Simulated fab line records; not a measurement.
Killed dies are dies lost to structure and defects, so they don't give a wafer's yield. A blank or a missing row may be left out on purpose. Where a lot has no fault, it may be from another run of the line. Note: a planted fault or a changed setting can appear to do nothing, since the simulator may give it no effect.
Matching of chambers || flow sky130 || SKY_VIA3_CMP_24 on cmp-02: 4 sister chambers
The step polishes, stops on SiO2, t overpolish 20 s, target thk 0 nm. 15 wafers are shown with their chamber, then 7 later ones without.

== WAFERS PAIRED WITH THEIR CHAMBERS ==
{"wafer": "L161.1", "chamber": 1, "motor-current-A (A)": 10.7, "time-to-endpoint-s (s)": 96, "overpolish-run-s (s)": 19.999}
{"wafer": "L161.5", "chamber": 2, "motor-current-A (A)": 10.1, "time-to-endpoint-s (s)": 97, "overpolish-run-s (s)": 19.991}
{"wafer": "L161.6", "chamber": 3, "motor-current-A (A)": 11.6, "time-to-endpoint-s (s)": 96, "overpolish-run-s (s)": 19.997}
{"wafer": "L166.3", "chamber": 1, "motor-current-A (A)": 10.8, "time-to-endpoint-s (s)": 102, "overpolish-run-s (s)": 20.002}
{"wafer": "L174.1", "chamber": 1, "motor-current-A (A)": 10.6, "time-to-endpoint-s (s)": 99, "overpolish-run-s (s)": 19.980}
{"wafer": "L174.2", "chamber": 2, "motor-current-A (A)": 10.8, "time-to-endpoint-s (s)": 101, "overpolish-run-s (s)": 20.012}
{"wafer": "L174.5", "chamber": 1, "motor-current-A (A)": 11.0, "time-to-endpoint-s (s)": 100, "overpolish-run-s (s)": 20.001}
{"wafer": "L176.2", "chamber": 3, "motor-current-A (A)": 11.4, "time-to-endpoint-s (s)": 95, "overpolish-run-s (s)": 19.997}
{"wafer": "L176.3", "chamber": 0, "motor-current-A (A)": 9.9, "time-to-endpoint-s (s)": 97, "overpolish-run-s (s)": 20.014}
{"wafer": "L176.6", "chamber": 2, "motor-current-A (A)": 11.1, "time-to-endpoint-s (s)": 97, "overpolish-run-s (s)": 19.999}
{"wafer": "L177.2", "chamber": 2, "motor-current-A (A)": 10.5, "time-to-endpoint-s (s)": 96, "overpolish-run-s (s)": 20.026}
{"wafer": "L177.3", "chamber": 0, "motor-current-A (A)": 10.3, "time-to-endpoint-s (s)": 94, "overpolish-run-s (s)": 19.987}
{"wafer": "L177.4", "chamber": 1, "motor-current-A (A)": 10.7, "time-to-endpoint-s (s)": 99, "overpolish-run-s (s)": 19.999}
{"wafer": "L179.1", "chamber": 3, "motor-current-A (A)": 11.5, "time-to-endpoint-s (s)": 94, "overpolish-run-s (s)": 20.014}
{"wafer": "L179.2", "chamber": 1, "motor-current-A (A)": 10.5, "time-to-endpoint-s (s)": 96, "overpolish-run-s (s)": 19.995}

SIGNATURES (averages over the wafers above)
{"reading": "motor-current-A", "chamber 0": 10.100, "chamber 1": 10.717, "chamber 2": 10.625, "chamber 3": 11.500, "scatter within a chamber": 0.269}
{"reading": "time-to-endpoint-s", "chamber 0": 95.50, "chamber 1": 98.67, "chamber 2": 97.75, "chamber 3": 95.00, "scatter within a chamber": 2.1}
{"reading": "overpolish-run-s", "chamber 0": 20.00050, "chamber 1": 19.99600, "chamber 2": 20.00700, "chamber 3": 20.00267, "scatter within a chamber": 0.0121}
Rule: for each reading, subtract the chamber's mean from the wafer's reading, divide by that reading's scatter and square the result; add these up over the readings and take the root, which gives the wafer's distance from the chamber. The wafer belongs to the nearest chamber; if the next one is less than 2 further off, it can't be placed. How the scatter is found: for the shown wafers, subtract from each reading the mean of its chamber, square and add these, divide the total by (wafers less chambers), then take the root.

== WAFERS MISSING THEIR CHAMBER ==
{"wafer": "L179.4", "motor-current-A (A)": 9.7, "time-to-endpoint-s (s)": 92, "overpolish-run-s (s)": 20.002}
{"wafer": "L182.1", "motor-current-A (A)": 9.9, "time-to-endpoint-s (s)": 92, "overpolish-run-s (s)": 20.002}
{"wafer": "L182.2", "motor-current-A (A)": 11.0, "time-to-endpoint-s (s)": 95, "overpolish-run-s (s)": 20.015}
{"wafer": "L182.3", "motor-current-A (A)": 10.8, "time-to-endpoint-s (s)": 97, "overpolish-run-s (s)": 19.995}
{"wafer": "L184.2", "motor-current-A (A)": 10.5, "time-to-endpoint-s (s)": 96, "overpolish-run-s (s)": 20.012}
{"wafer": "L184.4", "motor-current-A (A)": 9.8, "time-to-endpoint-s (s)": 95, "overpolish-run-s (s)": 19.995}
{"wafer": "L184.6", "motor-current-A (A)": 10.8, "time-to-endpoint-s (s)": 99, "overpolish-run-s (s)": 20.004}

== WHICH CHAMBER EACH WENT THROUGH ==
{"wafer": "L179.4", "from the rows above": 0, "in truth": 0}
{"wafer": "L182.1", "from the rows above": 0, "in truth": 0}
{"wafer": "L182.2", "from the rows above": "can't be placed: 2 or 3 or 1 or 0", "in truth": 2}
{"wafer": "L182.3", "from the rows above": "can't be placed: 1 or 2 or 0 or 3", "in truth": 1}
{"wafer": "L184.2", "from the rows above": "can't be placed: 2 or 0 or 1", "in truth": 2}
{"wafer": "L184.4", "from the rows above": 0, "in truth": 0}
{"wafer": "L184.6", "from the rows above": "can't be placed: 1 or 2", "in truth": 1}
Placed correctly: 3 of 7. These rows do not allow placing 4 (true chamber among the candidates in 4). 0 placed wrongly.
